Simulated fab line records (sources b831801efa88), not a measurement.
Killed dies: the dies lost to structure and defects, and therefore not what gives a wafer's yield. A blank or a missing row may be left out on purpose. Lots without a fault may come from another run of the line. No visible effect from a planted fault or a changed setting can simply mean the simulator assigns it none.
The tool behind it: which one? -- flow gf180mcu -- 11 lots, 33 wafers sampled, at 5 steps of a route of 602

## WHAT THE GAUGES SHOWED, per wafer
GF_V2_RS_MEAS_24: measurement is done with a four-point probe.
lot,measured,on,V2_W_RS (ohm/sq)
L614,day 20 05:53,film metro-02,0.328 0.330 0.327
L616,day 21 08:49,film metro-04,0.335 0.331 0.333
L623,day 23 15:52,film metro-04,0.325 0.329 0.331
L626,day 24 16:52,film metro-03,0.320 0.320 0.320
L628,day 25 15:05,film metro-04,0.326 0.332 0.324
L629,day 26 00:40,film metro-02,0.348 0.344 0.351
L630,day 26 01:34,film metro-04,0.361 0.354 0.356
L631,day 26 08:43,film metro-04,0.331 0.331 0.328
L632,day 26 17:04,film metro-03,0.356 0.348 0.349
L633,day 27 02:40,film metro-03,0.330 0.333 0.330
L637,day 28 02:06,film metro-04,0.326 0.326 0.330

GF_V2_THK_MEAS_25: measures by xrf.
lot,measured,on,V2_W_THK (nm)
L614,day 20 06:00,film metro-02,345 342 347
L616,day 21 08:56,film metro-04,336 340 340
L623,day 23 15:59,film metro-04,351 347 348
L626,day 24 16:59,film metro-03,354 352 350
L628,day 25 15:12,film metro-04,348 342 351
L629,day 26 00:46,film metro-02,329 331 325
L630,day 26 01:41,film metro-04,314 323 321
L631,day 26 08:50,film metro-04,344 343 348
L632,day 26 17:11,film metro-03,322 330 328
L633,day 27 02:46,film metro-03,349 343 348
L637,day 28 02:13,film metro-04,350 348 346

## WHICH TOOL RAN EACH LOT (tool, then ch and the chambers of the sampled wafers, then the start)
lot,GF_M2_METAL_ETCH_16,GF_V2_STRIP_18,GF_V2_CVD_23
L614,"rie metal-03 ch 0,1, day 19 02:32","plasma asher-01 ch 0,1, day 20 05:08","cvd w-01 ch 0,1, day 20 05:46"
L616,"rie metal-02 ch 0,1, day 20 06:08","plasma asher-04 ch 0,1, day 21 08:04","cvd w-01 ch 1, day 21 08:42"
L623,"rie metal-03 ch 0,1, day 22 14:49","plasma asher-01 ch 0,1, day 23 15:07","cvd w-01 ch 0,1, day 23 15:46"
L626,"rie metal-02 ch 0,1, day 23 15:50","plasma asher-03 ch 0,1, day 24 15:47","cvd w-02 ch 0,1, day 24 16:46"
L628,"rie metal-03 ch 0,1, day 24 15:03","plasma asher-04 ch 0,1, day 25 14:20","cvd w-02 ch 0,1, day 25 14:58"
L629,"rie metal-03 ch 0,1, day 25 00:08","plasma asher-03 ch 0,1, day 25 23:54","cvd w-02 ch 0,1, day 26 00:32"
L630,"rie metal-01 ch 1, day 25 02:35","plasma asher-04 ch 0,1, day 26 00:49","cvd w-02 ch 1, day 26 01:27"
L631,"rie metal-01 ch 0,1, day 25 08:26","plasma asher-03 ch 0,1, day 26 07:58","cvd w-01 ch 0,1, day 26 08:36"
L632,"rie metal-01 ch 0,1, day 25 17:58","plasma asher-04 ch 0,1, day 26 16:13","cvd w-02 ch 0,1, day 26 16:56"
L633,"rie metal-01 ch 0,1, day 26 03:30","plasma asher-01 ch 0,1, day 27 01:50","cvd w-01 ch 0,1, day 27 02:33"
L637,"rie metal-01 ch 0,1, day 27 03:59","plasma asher-03 ch 0,1, day 28 01:16","cvd w-01 ch 0,1, day 28 01:58"
- GF_M2_METAL_ETCH_16: etches the open film in Cl2/BCl3, stops on SiO2, target depth 750.8 nm, time 125.1 s.
- GF_V2_STRIP_18: strips in O2/N2.
- GF_V2_CVD_23: deposits W, target thk 350 nm, time 104.94 s.

## WHAT THE TOOLS THEMSELVES READ (means of the sampled wafers that have a number; where no wafer has one, the mark that the record gives instead)
GF_M2_METAL_ETCH_16.
lot,tool,chamber pressure mTorr (mTorr),drypump motor current A (A),oes product au (a.u.),throttle valve pct (%)
L614,rie metal-03,7.995,5.72,0.989,28.233
L616,rie metal-02,8.003,5.86,0.991,28.220
L623,rie metal-03,8.004,5.76,0.986,28.227
L626,rie metal-02,7.996,5.70,0.989,28.226
L628,rie metal-03,7.999,5.77,0.986,28.232
L629,rie metal-03,7.993,5.71,0.993,28.226
L630,rie metal-01,7.992,6.43,0.993,28.225
L631,rie metal-01,8.007,6.28,0.989,28.228
L632,rie metal-01,8.005,6.28,0.988,28.212
L633,rie metal-01,7.988,6.26,0.990,28.233
L637,rie metal-01,7.999,6.15,0.989,28.228

GF_V2_STRIP_18.
lot,tool,chamber pressure mTorr (mTorr),drypump motor current A (A),heater power w (W),o2 flow sccm (sccm),oes product au (a.u.)
L614,plasma asher-01,1499.0,5.3,326,3005,0.592
L616,plasma asher-04,1500.6,5.4,324,3000,0.594
L623,plasma asher-01,1502.5,5.3,324,3013,0.589
L626,plasma asher-03,1500.8,5.9,334,2988,0.588
L628,plasma asher-04,1501.3,5.4,325,3005,0.590
L629,plasma asher-03,1499.0,6.2,338,2998,0.592
L630,plasma asher-04,1499.7,5.2,324,2991,0.588
L631,plasma asher-03,1499.9,5.9,340,3001,0.592
L632,plasma asher-04,1501.4,5.2,321,2996,0.591
L633,plasma asher-01,1499.7,5.3,326,3000,0.589
L637,plasma asher-03,1499.4,5.9,332,3006,0.592

GF_V2_CVD_23.
lot,tool,heater power w (W),susceptor temp C (C)
L614,cvd w-01,850,400.22
L616,cvd w-01,845,400.10
L623,cvd w-01,870,399.83
L626,cvd w-02,852,399.95
L628,cvd w-02,863,399.84
L629,cvd w-02,847,396.24
L630,cvd w-02,891,396.09
L631,cvd w-01,871,400.05
L632,cvd w-02,875,396.40
L633,cvd w-01,869,399.90
L637,cvd w-01,877,400.01

## THE ANSWER, worked out from the rows above alone
Rule: the lots themselves supply what counts as usual. The widest of any qualifying gaps counts: lots, ordered by their means at a reading, are off when they make up no more than a third of the lots, leave a main group of 4 or more, and stand apart from it by 3 or more times the standard deviation of that group's means. If all means in a main group match to the digits the tables above print for the reading, that group is not used. A lot without any number at a reading at which 4 lots or more have one is off too. The other lots that the step has rows for count as sound. Order of review: gauges by route order, followed by the tools' own readings, for which a lot's mean as printed above is used. At the first step where some lot is off, the reading lying furthest off is the one used; lots without a number count as furthest.
Off: L629, L630, L632, at GF_V2_RS_MEAS_24 (V2_W_RS). The main group: mean 0.328 ohm/sq, standard deviation 0.0036.
If a tool, at a process step before that reading, ran all the lots that are off and no sound lot after the first of them, it fits. The gauges at GF_V2_RS_MEAS_24 aren't tried: what is off there is off at GF_V2_CVD_23 too, on other tools, and a gauge's error can't cause that. One candidate fits, namely cvd w-02 at GF_V2_CVD_23. A fault onset in the window from L628 (day 25 14:58, its last sound lot) to L629 (day 26 00:32, its first lot off) fits.
The tool's own readings at GF_V2_CVD_23 bear it out: on the lots that are off they differ by more than 5 times the standard deviation of the sound lots' means. susceptor temp C reads 396.24 C there against 399.99 C on the sound lots.

## WHAT WAS PUT IN BY THE SIMULATOR
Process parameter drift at GF_V2_CVD_23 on cvd w-02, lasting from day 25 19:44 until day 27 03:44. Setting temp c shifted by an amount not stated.
Lots struck among those shown: L629, L630, L632. The rule given above showed the same thing.
